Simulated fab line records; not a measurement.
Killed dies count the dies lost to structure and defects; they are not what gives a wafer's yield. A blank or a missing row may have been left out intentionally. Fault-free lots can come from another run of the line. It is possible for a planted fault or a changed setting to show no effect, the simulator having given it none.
Problem report, 8D (eight disciplines) form, completed by code ; flow sfqLine ; the parts of the form that need people (team, actions taken, sign-off) are left out

## 1. THE ISSUE
Wafers without a fault read 498.0 W, standard deviation 1.7; rfFwdPowerW at SFQ_TRILAYER_I7_VIA_ETCH_VIA_ETCH_190 reads a mean of 578.0 W on 2 wafers belonging to 2 lots. Measured from the usual mean, that is +47 standard deviations.
The step: etches SiO2 in CHF3, stops on Nb, target depth 260 nm.
First observed at day 87 14:22: wafer L199.5, on rieDiel-03. At this step, 41 wafers from 14 lots have a number in the record. Rule for "out", or "out of limits": more than 4 standard deviations from the usual mean. Any other wafer with a number is counted as sound.

## 2. WHAT THIS IS AND IS NOT
question;is;is not
which readings at this step;rfFwdPowerW;drypumpMotorCurrentA, oesProductAu
which lots;L199, L203;L187, L188, L189, L190, L191, L192, L196, L202, L204, L207, L209, L210
which wafers of those lots;L199.5, L203.2;L199.6, L203.1, L203.6
read on which tools;rieDiel-03;rieDiel-02, rieDiel-04
when;from day 87 14:22;"up to then (22 sound wafers); but 17 sound wafers of L202, L203, L204, L207, L209, L210 came after"

## 3. WHAT RULES OUT EACH SUSPECT
Counting: if a tool at a process step up to the reading ran every lot that is out, it stays a suspect. Sound lots after the first of them don't rule it out here, since some wafers of a struck lot are sound.
- rieDiel-03 at SFQ_TRILAYER_I7_VIA_ETCH_VIA_ETCH_190 (etches SiO2 in CHF3, stops on Nb, target depth 260 nm): kept. It ran every lot that is out, first L199 (day 87 14:22); its last sound lot up to then is L191 (day 81 23:59). Out on those wafers are its own readings of rfFwdPowerW.
- In rieDiel-03 at SFQ_TRILAYER_I7_VIA_ETCH_VIA_ETCH_190, the wafers that are out were processed in chamber 2 and their sound lot-mates in chambers 0, 1.
After counting, what remains is rieDiel-03 at SFQ_TRILAYER_I7_VIA_ETCH_VIA_ETCH_190.

## 4. THE CAUSE (what the simulator had put in)
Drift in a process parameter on rieDiel-03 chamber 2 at SFQ_TRILAYER_I7_VIA_ETCH_VIA_ETCH_190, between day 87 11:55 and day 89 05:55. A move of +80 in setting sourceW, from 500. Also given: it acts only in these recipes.
After counting, this tool was the only one left.

## 5. THE CHAIN OF EFFECTS, in route order
One row per reading whose mean, taken over the struck wafers that have a number, lies over 3 standard deviations from the usual. Scope: only readings with a usual standard deviation given in the record; hours: median across lots of the time from each lot's start at the first step in this table that gives one to its start at this step; sigmas: change in usual standard deviations.
hours;step;reading;usual;on struck wafers;change;sigmas
0;SFQ_TRILAYER_I7_VIA_ETCH_VIA_ETCH_190;rfFwdPowerW;498.0 W;578.0;+80.0;+47
It contains these process steps:
- SFQ_TRILAYER_I7_VIA_ETCH_VIA_ETCH_190: etches SiO2 in CHF3, stops on Nb, target depth 260 nm.

## 6. WHAT WOULD HAVE CAUGHT IT SOONER
In this record the first reading out of limits was taken at day 87 14:22, 2 hours after the fault began at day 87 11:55.
